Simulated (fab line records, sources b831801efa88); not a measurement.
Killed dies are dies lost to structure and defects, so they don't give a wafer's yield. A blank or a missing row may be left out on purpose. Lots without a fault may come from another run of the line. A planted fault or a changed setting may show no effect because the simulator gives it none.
Problem report in the 8D (eight disciplines) form, filled by code | flow gf180mcu | the parts of the form that need people (team, actions taken, sign-off) are left out

1. THE PROBLEM
CONTACT_CVD_00_THK at GF_CONTACT_THK_MEAS_01 reads a mean of 268 nm on 2 wafers of 2 lots; wafers without a fault read 300 nm with a standard deviation of 4.4. That is -7.2 standard deviations from the usual mean.
First seen on wafer L671.3, day 21 07:01, on film_metro-01. The record holds 38 wafers of 13 lots with a number at this step. Rule for "out", or "out of limits": more than 4 standard deviations from the usual mean. The other wafers with a number count as sound.

2. WHAT IT IS AND WHAT IT IS NOT
question                    | is                           | is not
which readings at this step | CONTACT_CVD_00_THK           | -
which lots                  | L671, L672                   | L653, L656, L657, L658, L662, L663, L664, L665, L666, L668, L669
which wafers of those lots  | L671.3, L672.3               | L671.2, L671.5, L672.4, L672.5
read on which gauges        | film_metro-01, film_metro-04 | film_metro-03
when                        | from day 21 07:01            | up to then (34 sound wafers); but 2 sound wafers of L672 came after

3. SUSPECTS, AND WHAT RULES EACH OUT
Counting: a tool at a process step up to the reading stays a suspect if it ran every lot that is out. Sound lots after the first of them don't rule it out here, since some wafers of a struck lot are sound.
- the gauge at GF_CONTACT_THK_MEAS_01: ruled out. The wafers that are out were read on 2 gauges (film_metro-01, film_metro-04).
- hdpcvd-02 at GF_CONTACT_CVD_00 (deposits SiO2, target thk 300 nm, time 50 s): kept. It ran every lot that is out, first L671 (day 21 06:57); its last sound lot up to then is L669 (day 20 19:44).
Left after counting: hdpcvd-02 at GF_CONTACT_CVD_00.

4. THE CAUSE (what the simulator had put in)
Site profile drift: hdpcvd-02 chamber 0, from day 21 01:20 on, at GF_CONTACT_CVD_00. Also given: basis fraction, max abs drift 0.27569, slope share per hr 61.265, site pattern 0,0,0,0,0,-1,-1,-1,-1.
Counting left only this tool.

5. THE CHAIN OF EFFECTS, in route order
Each row: a reading whose mean over the struck wafers that have a number lies more than 3 standard deviations from the usual. Only readings for which the record gives a usual standard deviation are gone through. hours: the time from each lot's start at the first step in this table that gives one to its start at this step, as a median over the lots. sigmas: the change in usual standard deviations.
hours | step                   | reading            | usual  | on struck wafers | change | sigmas
0     | GF_CONTACT_THK_MEAS_01 | CONTACT_CVD_00_THK | 300 nm | 268              | -32    | -7.2

6. WHAT WOULD HAVE CAUGHT IT SOONER
In this record the first reading out of limits at a measuring or inspecting step was taken at day 21 07:01, 6 hours after the fault began at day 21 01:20.
Of the lots that are out (2), L672 began GF_CONTACT_CVD_00 on hdpcvd-02 after day 21 07:01. A hold on the tool at that time would have spared it.
